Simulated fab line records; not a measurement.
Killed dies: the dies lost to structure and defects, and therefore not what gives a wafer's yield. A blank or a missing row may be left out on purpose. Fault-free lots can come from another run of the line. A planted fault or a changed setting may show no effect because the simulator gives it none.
Code-filled problem report in 8D (eight disciplines) form ; flow sky130 ; the parts of the form that need people (team, actions taken, sign-off) are left out

1. WHAT WENT WRONG
runLengthS at SKY_FIELD_ISO_ETCH_17 reads a mean of 78.7 s on 6 wafers of 2 lots; wafers without a fault read 125.9 s with a standard deviation of 0.38. So: -99 or more standard deviations from the usual mean.
The step: etches Si in HBr/Cl2/O2, target depth 342 nm, time 97.7 s.
First seen on wafer L276.3, day 3 22:25, on rieSi-01. At this step, 18 wafers from 6 lots have a number in the record. The rule behind "out" and "out of limits": a value lying over 4 standard deviations away from the usual mean. The other wafers with a number count as sound.

2. WHAT IT IS; WHAT IT IS NOT
question;is;is not
which readings at this step;runLengthS;drypumpMotorCurrentA, oesProductAu, throttleValvePct
which lots;L276, L277;L268, L271, L278, L282
which wafers of those lots;all that have a number;-
read on which tools;rieSi-01;rieSi-02
when;from day 3 22:25;"up to then (6 sound wafers); but 6 sound wafers of L278, L282 came after"

3. WHAT RULES OUT EACH SUSPECT
Counting: any tool at a process step up to the reading is kept as a suspect provided that every lot that is out went through it and no sound lot did after the first of them.
- rieSi-01 at SKY_FIELD_ISO_ETCH_17 (etches Si in HBr/Cl2/O2, target depth 342 nm, time 97.7 s): kept. It ran every lot that is out, first L276 (day 3 22:25), and no sound lot after that; its last sound lot up to then is L268 (day 2 07:14). Its own runLengthS readings are out on those wafers.
After counting, what remains is rieSi-01 at SKY_FIELD_ISO_ETCH_17.

4. THE CAUSE (what the simulator had put in)
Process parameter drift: rieSi-01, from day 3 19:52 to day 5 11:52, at SKY_FIELD_ISO_ETCH_17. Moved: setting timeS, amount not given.
This tool alone remained once counting was done.

5. THE CHAIN OF EFFECTS, in route order
Rows list readings where the struck wafers' mean (over those with a number) sits beyond 3 standard deviations from the usual. Only readings for which the record gives a usual standard deviation are gone through. hours: the time from each lot's start at the first step in this table that gives one to its start at this step, as a median over the lots. sigmas: the change in usual standard deviations.
hours;step;reading;usual;on struck wafers;change;sigmas
0;SKY_FIELD_ISO_ETCH_17;runLengthS;125.9 s;78.7;-47.2;-99 or more
Its process steps:
- SKY_FIELD_ISO_ETCH_17: etches Si in HBr/Cl2/O2, target depth 342 nm, time 97.7 s.
Readings that are blank on the struck wafers while sound wafers have them: rfFwdPowerW at SKY_FIELD_ISO_ETCH_17.
Later measuring or inspecting steps at which every struck wafer that the step has a row for has a number for every such reading, and none has moved that far: SKY_FIELD_ISO_THK_MEAS_23, SKY_FIELD_ISO_THK_MEAS_25.

6. WHAT WOULD HAVE CAUGHT IT SOONER
In this record no reading fell out of limits until day 3 22:25, 3 hours after the fault had begun at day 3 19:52.
